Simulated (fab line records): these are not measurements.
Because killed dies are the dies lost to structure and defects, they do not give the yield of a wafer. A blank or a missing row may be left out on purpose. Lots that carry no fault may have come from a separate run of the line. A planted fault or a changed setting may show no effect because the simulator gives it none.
8D (eight disciplines) problem report, filled in by code :: flow gf180mcu :: the parts of the form that need people (team, actions taken, sign-off) are left out

## 1. THE PROBLEM
Mean of cathode-dc-power-W at GF_MIM_SPUTTER_08: 10398 W across 6 wafers in 2 lots; on wafers with no fault it is 10600 W (standard deviation 2). So: -99 or more standard deviations from the usual mean.
The step: material AlCu, target thk 200 nm, time 10.6 s.
Earliest sighting: wafer L794.2 on pvd-sputter-02 at day 28 11:06. Wafers with a number at this step in the record: 18, from 6 lots. By rule, "out" or "out of limits" means more than 4 standard deviations away from the usual mean. All remaining wafers that have a number are taken as sound.

## 2. WHAT IT IS; WHAT IT IS NOT
question: which readings at this step
is: cathode-dc-power-W
is not: throttle-valve-pct

question: which lots
is: L794, L796
is not: L787, L789, L804, L806

question: which wafers of those lots
is: all that have a number
is not: -

question: read on which tools
is: pvd-sputter-02
is not: pvd-sputter-04

question: when
is: from day 28 11:06
is not: up to then (6 sound wafers); but 6 sound wafers of L804, L806 came after

## 3. SUSPECTS, AND WHAT RULES EACH OUT
Counting: a tool at any process step up to the reading remains a suspect when it ran all the lots that are out and ran no sound lot after the first of those.
- cmp-02 at GF_V4_CMP_26 (polishes, stops on SiO2, t overpolish 15 s, target thk 0 nm): ruled out as a lasting fault. The sound lots L804 went through it after L794, its earliest lot that is out (day 28 10:25).
- pvd-sputter-04 at GF_MIM_SPUTTER_00 (material Ti, target thk 37.5 nm, time 150 s): kept. It ran every lot that is out, first L794 (day 28 10:43), and no sound lot after that.
- pvd-sputter-04 at GF_MIM_SPUTTER_01 (material TiN, target thk 30 nm, time 25 s): kept. It ran every lot that is out, first L794 (day 28 10:49), and no sound lot after that.
- pvd-sputter-04 at GF_MIM_SPUTTER_02 (material AlCu, target thk 450 nm, time 23.9 s): kept. It ran every lot that is out, first L794 (day 28 10:51), and no sound lot after that.
- pecvd-01 at GF_MIM_CVD_05 (deposits Si3N4, target thk 42 nm, time 29.086 s): kept. It ran every lot that is out, first L794 (day 28 10:56), and no sound lot after that.
- pvd-sputter-02 at GF_MIM_SPUTTER_08 (material AlCu, target thk 200 nm, time 10.6 s): kept. All lots that are out passed through it, beginning with L794 at day 28 11:06, and no sound lot followed; its final sound lot before that point was L789 at day 26 16:26. Out on those wafers are its own readings of cathode-dc-power-W.
Left after counting: pvd-sputter-04 at GF_MIM_SPUTTER_00, pvd-sputter-04 at GF_MIM_SPUTTER_01, pvd-sputter-04 at GF_MIM_SPUTTER_02, pecvd-01 at GF_MIM_CVD_05, pvd-sputter-02 at GF_MIM_SPUTTER_08.

## 4. THE CAUSE (what the simulator had put in)
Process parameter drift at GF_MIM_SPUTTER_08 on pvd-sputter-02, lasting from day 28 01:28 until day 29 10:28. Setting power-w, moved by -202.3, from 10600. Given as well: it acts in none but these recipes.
5 suspects survive the count, and this tool is in that group.

## 5. THE EFFECT CHAIN, in route order
Each row: a reading where the mean over the struck wafers with a number is more than 3 standard deviations away from the usual. Scope: only readings with a usual standard deviation given in the record; hours: median across lots of the time from each lot's start at the first step in this table that gives one to its start at this step; sigmas: change in usual standard deviations.
hours: 0
step: GF_MIM_SPUTTER_08
reading: cathode-dc-power-W
usual: 10600 W
on struck wafers: 10398
change: -202
sigmas: -99 or more
Here are the process steps it includes:
- GF_MIM_SPUTTER_08: material AlCu, target thk 200 nm, time 10.6 s.
At these later measuring or inspecting steps, every struck wafer for which the step has a row has a number for every such reading, and none has moved that far: GF_MIM_RS_MEAS_10, GF_MIM_THK_MEAS_11.

## 6. HOW IT WOULD HAVE BEEN CAUGHT EARLIER
10 hours passed between the start of the fault at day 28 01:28 and the first reading out of limits in this record, taken at day 28 11:06.
